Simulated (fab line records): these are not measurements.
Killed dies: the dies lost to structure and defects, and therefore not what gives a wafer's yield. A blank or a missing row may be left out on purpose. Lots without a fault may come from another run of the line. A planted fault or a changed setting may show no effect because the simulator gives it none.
A lot that was struck, set against a sound lot + flow sky130 + 15 steps out of a route of 708
Sound: wafers L758.1, L758.4, L758.5. The struck wafers were L745.2, L745.4, L745.5. The cause is given at the end.
Per side, at each step with rows, come the tool, then ch with its chambers, and then its first start. Under that, the readings that differ: sound wafers + struck wafers + difference of the means + sigmas: that difference in standard deviations of wafers without a fault.
alike: readings whose means differ by less than 2 such deviations, and words and numbers that are the same on both sides. not compared: withheld readings, readings that some wafer has no value for, bounds like >300 that may hide the same value, and numbers for which the record gives no deviation and whose values overlap.
Wherever a step has rows on one side only, a row that says differs or no value, or a row with sigmas, the two part there. Non-overlapping numbers with no deviation appear without sigmas and do not part them. Lack of a reading on every wafer of one side parts them only where that side has two or more wafers.

SKY_VT_ADJUST_PCH_STRIP_09: strips in O2/N2.
  sound on plasma_asher-01 ch 0,1, day 17 03:56; struck on plasma_asher-01 ch 0,1, day 12 22:04
  alike: drypump_motor_current_A, oes_product_au, strip_time_to_endpoint_s
  not compared: rf_hours_counter_h
SKY_VT_ADJUST_PCH_TW_MEAS_10:
  sound on film_metro-01, day 17 04:02; struck on film_metro-03, day 12 22:11
  alike: VT_ADJUST_PCH_TW
then, 7 steps without rows for these wafers: SKY_SONOS_TUNNEL_DEHYDRATE_00 (time 60 s); SKY_SONOS_TUNNEL_HMDS_01 (prime time 60 s); SKY_SONOS_TUNNEL_COAT_02 (resist thk 1140 nm); SKY_SONOS_TUNNEL_SOFTBAKE_03 (time 60 s); SKY_SONOS_TUNNEL_EXPOSE_04 (exposes mask TUNM, target cd 410 nm); SKY_SONOS_TUNNEL_PEB_05; SKY_SONOS_TUNNEL_DEVELOP_06 (develop time 60 s).
SKY_SONOS_TUNNEL_CD_MEAS_07: the cd target is 410 nm.
  sound on cd_sem-02, day 18 10:32; struck on cd_sem-02, day 13 23:43
  alike: cd_nm
SKY_SONOS_TUNNEL_OVL_MEAS_08:
  sound on overlay-02, day 18 10:40; struck on overlay-02, day 13 23:49
  alike: SONOS_TUNNEL_OVL
then, 1 step without rows for these wafers: SKY_SONOS_TUNNEL_IMPLANT_09.
SKY_SONOS_TUNNEL_WET_ETCH_10: etches SiO2 in dHF, target depth 14 nm, time 280 s.
  sound on wet_bench-02 ch 1, day 18 10:51; struck on wet_bench-01 ch 2, day 14 00:00
  no value came back on the struck wafers for bath_heat_duty_pct (%), run_length_s (s); on the sound wafers bath_heat_duty_pct (%) reads 5.8 6.2 6.4
then, 1 step without rows for these wafers: SKY_SONOS_TUNNEL_STRIP_11 (strips in SPM, time 600 s).
-- record jumps: 34 days separate the struck wafers' starts on either side; left off in module SONOS_TUNNEL, taken up again in module PAD_OPEN, whose first shown step is the route's number 708 --
SKY_PAD_OPEN_PROBE_99:
  sound on prober-01, day 50 08:03; struck on prober-02, day 47 15:24
| reading             | sound    | struck                                                               | difference                   | sigmas |
|---------------------|----------|----------------------------------------------------------------------|------------------------------|--------|
| hold                | - - -    | await_dispo/3.2h/scrap await_dispo/3.2h/scrap await_dispo/3.2h/scrap | no value on the sound wafers |        |
| killed_at_front_end | 12 14 9  | 415 418 419                                                          | +406                         | +99    |
| killed_dies         | 89 94 79 | 492 492 492                                                          | +405                         | +44    |
| killed_on_rim       | 14 21 14 | 96 96 96                                                             | +80                          | +22    |
  alike: killed_at_M0_to_M3, killed_at_M4_up, killed_at_contacts, killed_at_other, killed_open, killed_short

== WHERE THEY PART ==
Last at SKY_PAD_OPEN_PROBE_99 as far as this record goes, first at SKY_SONOS_TUNNEL_WET_ETCH_10.

WHY: the cause the simulator had injected
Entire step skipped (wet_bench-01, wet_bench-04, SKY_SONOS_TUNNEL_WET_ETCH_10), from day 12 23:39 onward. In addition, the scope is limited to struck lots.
